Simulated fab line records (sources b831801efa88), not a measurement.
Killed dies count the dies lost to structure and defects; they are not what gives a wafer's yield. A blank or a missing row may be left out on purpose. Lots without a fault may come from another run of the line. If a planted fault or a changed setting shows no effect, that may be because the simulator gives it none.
Which of the tools did it? | flow gf180mcu | 18 wafers from 6 lots sampled at 2 of the route's 602 steps

== WHAT EACH GAUGE READ, for each wafer ==
GF_HV_LDD_OVL_MEAS_08.
lot  | measured     | on         | HV_LDD_OVL (nm)
L823 | day 10 09:41 | overlay-02 | -2.6 -1.8 -3.6
L825 | day 11 02:13 | overlay-01 | 0.3 -0.1 0.0
L827 | day 11 14:29 | overlay-02 | 1.8 0.1 -0.2
L837 | day 14 12:52 | overlay-01 | -105.6 -105.3 -105.0
L841 | day 15 19:35 | overlay-01 | 2.0 0.8 1.1
L844 | day 16 20:45 | overlay-01 | 2.1 0.6 1.3

== WHAT TOOL EACH LOT RAN ON (gives the tool, then ch and the chambers of the sampled wafers, and finally the start) ==
lot  | GF_HV_LDD_EXPOSE_04
L823 | ilineStepper-01 ch 0, day 10 00:34
L825 | ilineStepper-02 ch 0, day 10 17:10
L827 | ilineStepper-02 ch 0, day 11 05:04
L837 | ilineStepper-02 ch 0, day 14 02:30
L841 | ilineStepper-01 ch 0, day 15 09:02
L844 | ilineStepper-01 ch 0, day 16 09:22
- GF_HV_LDD_EXPOSE_04: exposes mask Nplus LV AREA, target cd 400 nm.

== THE ANSWER, worked out from the rows above alone ==
Rule: usual is defined by the lots themselves. The widest of any qualifying gaps counts: lots, ordered by their means at a reading, are off when they make up no more than a third of the lots, leave a main group of 4 or more, and stand apart from it by 3 or more times the standard deviation of that group's means. Not used: any main group whose means are identical at the precision the tables above print for the reading. A lot without any number at a reading at which 4 lots or more have one is off too. Where the step has rows for the other lots, those lots are counted as sound.
Off: L837, at GF_HV_LDD_OVL_MEAS_08 (HV_LDD_OVL). The main group has a mean of 0.1 nm with a standard deviation of 1.5.
If a tool, at a process step before that reading, ran all the lots that are off and no sound lot after the first of them, it fits. Those tools and the gauges at GF_HV_LDD_OVL_MEAS_08 are tried in the same way. One fits: ilineStepper-02 at GF_HV_LDD_EXPOSE_04. A fault onset in the window from L827 (day 11 05:04, its last sound lot) to L837 (day 14 02:30, its first lot off) fits.

== WHAT WAS PUT IN BY THE SIMULATOR ==
Scanner matching overlay: ilineStepper-02, from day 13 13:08 on, at GF_HV_LDD_EXPOSE_04. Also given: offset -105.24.
Shown lots that were struck: L837. The rule above reached the same finding.
